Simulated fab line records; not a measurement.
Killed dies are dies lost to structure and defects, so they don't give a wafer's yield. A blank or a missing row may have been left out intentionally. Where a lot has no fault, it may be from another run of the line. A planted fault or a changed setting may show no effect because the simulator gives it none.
Which tool did it?	flow sky130	42 wafers from 14 lots sampled at 5 of the route's 708 steps

== WHAT THE GAUGES SHOWED, per wafer ==
SKY_FIELD_ISO_THK_MEAS_04. Usual: FIELD_ISO_CVD_03_THK typically reads 164.0 nm, with standard deviation 1.6.
lot	measured	on	FIELD_ISO_CVD_03_THK (nm)	flag
L721	day 1 19:23	film-metro-04	162.3 160.3 159.8	
L722	day 2 03:34	film-metro-01	164.4 165.6 163.0	
L723	day 2 03:34	film-metro-04	164.4 165.1 165.7	
L724	day 2 08:27	film-metro-03	163.7 163.8 163.1	
L725	day 2 10:14	film-metro-01	162.4 163.8 162.5	
L726	day 2 15:37	film-metro-04	162.8 162.9 162.9	
L727	day 2 19:29	film-metro-01	164.3 165.8 165.8	
L730	day 3 11:45	film-metro-04	165.9 164.2 167.2	
L731	day 3 15:35	film-metro-03	163.4 166.2 165.7	
L732	day 3 20:29	film-metro-04	162.2 162.5 163.0	
L735	day 4 11:53	film-metro-04	163.8 163.0 164.2	
L740	day 5 12:30	film-metro-04	165.5 165.5 167.1	
L741	day 5 17:54	film-metro-04	165.7 165.4 166.5	
L743	day 6 06:33	film-metro-01	165.9 166.9 165.5	

SKY_DNWELL_TW_MEAS_09. Usual: DNWELL_TW typically reads 1105, with standard deviation 20.
lot	measured	on	DNWELL_TW	flag
L721	day 3 06:19	film-metro-02	1120 1128 1130	
L722	day 3 17:05	film-metro-03	1084 1082 1081	
L723	day 3 16:36	film-metro-03	1084 1079 1076	
L724	day 4 00:09	film-metro-03	1098 1088 1093	
L725	day 4 04:30	film-metro-01	1090 1105 1101	
L726	day 4 08:32	film-metro-01	1099 1102 1101	
L727	day 4 09:32	film-metro-01	1099 1096 1097	
L730	day 5 04:15	film-metro-03	1087 1084 1092	
L731	day 5 09:15	film-metro-01	1094 1087 1097	
L732	day 5 13:50	film-metro-01	1090 1092 1094	
L735	day 6 06:20	film-metro-02	1136 1134 1137	
L740	day 7 10:37	film-metro-03	519 527 521	OFF
L741	day 7 16:14	film-metro-03	1099 1088 1092	
L743	day 8 05:23	film-metro-02	535 542 544	OFF

SKY_GATE_OXIDE_OVL_MEAS_10. Usual: GATE_OXIDE_OVL typically reads 1.2 nm, with standard deviation 1.4.
lot	measured	on	GATE_OXIDE_OVL (nm)	flag
L721	day 13 22:33	overlay-01	3.3 1.7 3.0	
L722	day 14 19:35	overlay-01	1.8 1.8 0.9	
L723	day 14 19:44	overlay-02	-0.6 -1.5 -3.5	
L724	day 15 07:53	overlay-01	2.7 1.8 2.5	
L725	day 15 11:56	overlay-01	1.3 1.2 3.0	
L726	day 15 16:32	overlay-02	-0.1 -1.4 -0.7	
L727	day 15 16:38	overlay-01	0.6 -0.2 1.1	
L730	day 17 02:02	overlay-01	3.6 2.9 2.2	
L731	day 17 05:32	overlay-01	1.5 1.7 0.8	
L732	day 17 23:29	overlay-01	2.6 0.7 2.2	
L735	day 19 06:53	overlay-01	0.7 0.4 0.2	
L740	day 20 20:03	overlay-02	-0.6 -0.2 -1.5	
L741	day 20 21:42	overlay-01	2.6 3.2 3.6	
L743	day 23 06:05	overlay-02	2.6 0.6 1.2	

== WHAT TOOL EACH LOT RAN ON (gives the tool, then ch and the chambers of the sampled wafers, and finally the start) ==
lot	SKY_DNWELL_DEVELOP_06	SKY_NWELL_RTA_28
L721	litho-track-02 ch 0, day 3 05:00	rtp-anneal-02 ch 0, day 5 08:46
L722	litho-track-03 ch 0, day 3 16:00	rtp-anneal-01 ch 0, day 5 21:21
L723	litho-track-02 ch 0, day 3 16:00	rtp-anneal-02 ch 0, day 5 20:40
L724	litho-track-02 ch 0, day 3 23:00	rtp-anneal-01 ch 0, day 6 05:09
L725	litho-track-02 ch 0, day 4 04:00	rtp-anneal-02 ch 0, day 6 09:34
L726	litho-track-02 ch 0, day 4 08:00	rtp-anneal-01 ch 0, day 6 14:56
L727	litho-track-02 ch 0, day 4 09:00	rtp-anneal-02 ch 0, day 6 15:35
L730	litho-track-01 ch 0, day 5 03:00	rtp-anneal-02 ch 0, day 7 13:21
L731	litho-track-02 ch 0, day 5 08:00	rtp-anneal-01 ch 0, day 7 17:52
L732	litho-track-03 ch 0, day 5 13:00	rtp-anneal-01 ch 0, day 8 00:18
L735	litho-track-03 ch 0, day 6 05:00	rtp-anneal-01 ch 0, day 8 19:57
L740	litho-track-02 ch 0, day 7 10:00	rtp-anneal-01 ch 0, day 10 04:31
L741	litho-track-03 ch 0, day 7 15:00	rtp-anneal-02 ch 0, day 10 10:10
L743	litho-track-02 ch 0, day 8 04:00	rtp-anneal-02 ch 0, day 11 00:16
- SKY_DNWELL_DEVELOP_06: develop time 60 s.
- SKY_NWELL_RTA_28: time 30 s.

== AS READ BY THE TOOLS THEMSELVES (means over the sampled wafers that have a number; for cases with no such wafer, the mark the record gives instead) ==
SKY_NWELL_RTA_28. Usual: lamp-power-pct 25.30 %, standard deviation 0.05; wafer_temp_C_max 1054.9, standard deviation 0.83.
lot	tool	lamp-power-pct (%)	wafer_temp_C_max	flag
L721	rtp-anneal-02	25.28	1054.9	
L722	rtp-anneal-01	25.32	1054.5	
L723	rtp-anneal-02	25.32	1054.8	
L724	rtp-anneal-01	25.32	1055.3	
L725	rtp-anneal-02	25.30	1055.1	
L726	rtp-anneal-01	25.31	1055.0	
L727	rtp-anneal-02	25.27	1055.0	
L730	rtp-anneal-02	25.32	1055.8	
L731	rtp-anneal-01	25.35	1054.6	
L732	rtp-anneal-01	25.28	1054.1	
L735	rtp-anneal-01	25.28	1054.9	
L740	rtp-anneal-01	25.27	1054.5	
L741	rtp-anneal-02	25.28	1054.7	
L743	rtp-anneal-02	25.31	1054.5	

== THE ANSWER, worked out from the rows above alone ==
Rule: take the mean of a lot's wafers that have a number; if it is more than 3 standard deviations from the usual mean, the lot is off. Also off: a lot with no number at a reading for which 4 or more lots have one. Any other lot the step has rows for is counted as sound. Order of review: gauges by route order, followed by the tools' own readings, for which a lot's mean as printed above is used. At the first step where some lot is off, the reading lying furthest off is the one used; lots without a number count as furthest.
Off: at SKY_DNWELL_TW_MEAS_09 (DNWELL_TW), L740, L743.
A tool fits if, at a process step before that reading, it ran every lot that is off, and no sound lot after the first of them. The gauges at SKY_DNWELL_TW_MEAS_09 are tried like those tools. One fits: litho-track-02 at SKY_DNWELL_DEVELOP_06. A fault onset in the window from L731 (day 5 08:00, its last sound lot) to L740 (day 7 10:00, its first lot off) fits.

== WHAT THE SIMULATOR HAD PUT IN ==
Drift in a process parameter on litho-track-02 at SKY_DNWELL_DEVELOP_06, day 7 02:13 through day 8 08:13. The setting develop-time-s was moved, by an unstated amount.
Struck lots among those shown: L740, L743. The same result came from the rule above.
